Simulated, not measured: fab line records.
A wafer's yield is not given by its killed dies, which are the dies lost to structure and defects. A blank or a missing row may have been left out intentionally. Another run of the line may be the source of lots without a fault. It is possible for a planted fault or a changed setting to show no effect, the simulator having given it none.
A lot that was struck, set against a sound lot	flow gf180mcu	14 out of 602 route steps
Sound: the wafers L307.2, L307.3, L307.6. Wafers struck: L301.2, L301.3, L301.4. The cause is named last.
For every step that has rows: the tool of each side, followed by ch and its chambers, followed by its first start. Under that, the readings that differ: sound wafers	struck wafers	difference of the means	sigmas: that difference in standard deviations of wafers without a fault.
alike: a reading whose means differ by less than 2 such deviations, as well as words and numbers matching on both sides. not compared: withheld readings; readings where some wafer has no value; bounds like >300 that might hide an equal value; numbers whose values overlap and for which the record gives no deviation.
The two part at a step that has a row with sigmas, a row that says differs or no value, or rows on one side only. Non-overlapping numbers with no deviation appear without sigmas and do not part them. Lack of a reading on every wafer of one side parts them only where that side has two or more wafers.

GF_CONTACT_CMP_27: polishes, stops on SiO2, t overpolish 15 s, target thk 0 nm.
  sound on cmp-02 ch 1,2,3, day 23 17:36; struck on cmp-01 ch 0,1,2, day 21 19:01
  alike: motor_current_A, overpolish_run_s, retaining_ring_pressure_frac, slurry_filter_dp_kPa, time_to_endpoint_s
GF_M1_SPUTTER_00: material Ti, target thk 37.5 nm, time 150 s.
  struck on pvd_sputter-04, day 21 19:19; sound on pvd_sputter-04, day 23 17:48
  alike: throttle_valve_pct
GF_M1_SPUTTER_01: material TiN, target thk 30 nm, time 25 s.
  struck on pvd_sputter-04, day 21 19:25; sound on pvd_sputter-04, day 23 17:54
  alike: throttle_valve_pct
GF_M1_SPUTTER_02: material AlCu, target thk 450 nm, time 23.9 s.
  struck on pvd_sputter-04, day 21 19:28; sound on pvd_sputter-04, day 23 17:56
  alike: throttle_valve_pct
GF_M1_SPUTTER_03: material Ti, target thk 10 nm, time 6.7 s.
  struck on pvd_sputter-04, day 21 19:29; sound on pvd_sputter-04, day 23 17:58
  alike: throttle_valve_pct
then, 1 step without rows for these wafers: GF_M1_SPUTTER_04 (material TiN, target thk 50 nm, time 41.7 s).
GF_M1_RS_MEAS_05: uses a four-point probe to measure.
  struck on film_metro-03, day 21 19:34; sound on film_metro-03, day 23 18:02
  alike: M1_ALCU_RS
GF_M1_THK_MEAS_06: measures by xrf.
  struck on film_metro-03, day 21 19:41; sound on film_metro-03, day 23 18:09
reading	sound	struck	difference	sigmas
M1_ALCU_THK (nm)	444 448 444	438 429 433	-12	-2
then, 4 steps without rows for these wafers: GF_M1_DEHYDRATE_07 (time 60 s); GF_M1_HMDS_08 (prime time 60 s); GF_M1_COAT_09 (resist thk 1000 nm); GF_M1_SOFTBAKE_10 (time 60 s).
GF_M1_EXPOSE_11: exposes mask Metal1, target cd 230 nm.
  sound on krf_scanner-01 ch 0, day 24 05:49; struck on krf_scanner-01, day 22 07:50
  no value came back on the struck wafers for exposure_dose_mJ_cm2, focus_offset_nm (nm), stage_vel_mm_s (mm/s); on the sound wafers exposure_dose_mJ_cm2 reads 27.961 27.968 27.939
  alike: mask
then, 1 step without rows for these wafers: GF_M1_PEB_12 (peb time 90 s).

WHERE THEY PART
Last at GF_M1_EXPOSE_11 as far as this record goes, first at GF_M1_THK_MEAS_06.

WHY: whatever the simulator had introduced
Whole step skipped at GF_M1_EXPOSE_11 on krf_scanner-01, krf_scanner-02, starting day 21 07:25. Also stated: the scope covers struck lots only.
